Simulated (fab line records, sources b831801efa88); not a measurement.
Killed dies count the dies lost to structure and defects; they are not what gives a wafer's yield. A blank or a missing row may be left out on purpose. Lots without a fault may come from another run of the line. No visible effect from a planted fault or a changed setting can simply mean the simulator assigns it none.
Matching of chambers ; flow sky130 ; 4 sister chambers for SKY_VIA3_CMP_24 on cmp-01
The step polishes, stops on SiO2, t overpolish 20 s, target thk 0 nm. 16 wafers are shown with their chamber, then 8 later ones without.

WAFERS, EACH WITH ITS CHAMBER
wafer;chamber;motorCurrentA (A);timeToEndpointS (s);overpolishRunS (s)
L078.2;2;9.1;87;20.004
L078.4;1;11.2;91;20.009
L078.5;3;11.6;92;20.005
L080.3;1;11.1;87;20.005
L080.4;3;12.3;91;20.000
L080.5;2;9.2;89;19.997
L082.3;2;8.6;86;20.005
L082.4;3;11.1;88;20.008
L082.6;0;11.9;85;20.003
L083.1;0;12.2;87;20.000
L083.2;3;11.8;92;19.994
L083.6;2;9.0;88;19.987
L086.2;2;9.2;88;19.993
L086.4;3;11.9;94;20.013
L086.5;2;8.9;90;19.993
L087.1;3;11.4;96;20.003

SIGNATURES (means of the wafers above)
reading;chamber 0;chamber 1;chamber 2;chamber 3;scatter within a chamber
motorCurrentA;12.050;11.150;9.000;11.683;0.313
timeToEndpointS;86.00;89.00;88.00;92.17;2.18
overpolishRunS;20.00150;20.00700;19.99650;20.00383;0.00626
Rule: distance of a wafer from a chamber = root of the sum over the readings of ((wafer's reading minus chamber's mean) / reading's scatter) squared. If the next closest chamber is less than 2 further off than the closest, the wafer can't be placed; otherwise it belongs to the closest. The scatter: the root of (the sum of the squares of (reading less its chamber's mean) over the shown wafers, divided by (wafers less chambers)).

WAFERS WITH NO CHAMBER GIVEN
wafer;motorCurrentA (A);timeToEndpointS (s);overpolishRunS (s)
L087.2;11.3;95;19.985
L087.4;9.1;90;20.005
L089.1;9.0;88;19.998
L089.4;11.2;91;20.010
L089.6;11.2;93;19.986
L094.3;10.7;92;20.002
L094.5;11.8;92;19.999
L094.6;8.5;89;20.008

CHAMBER TAKEN BY EACH
wafer;from the rows above;in truth
L087.2;can't be placed: 3 or 1 or 0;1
L087.4;2;2
L089.1;2;2
L089.4;can't be placed: 1 or 3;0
L089.6;can't be placed: 3 or 1 or 0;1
L094.3;can't be placed: 1 or 3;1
L094.5;can't be placed: 3 or 1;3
L094.6;2;2
Correctly placed: 3 of 8. Not placeable from these rows: 5 (in 4, the candidates include the true chamber). 0 placed wrongly.
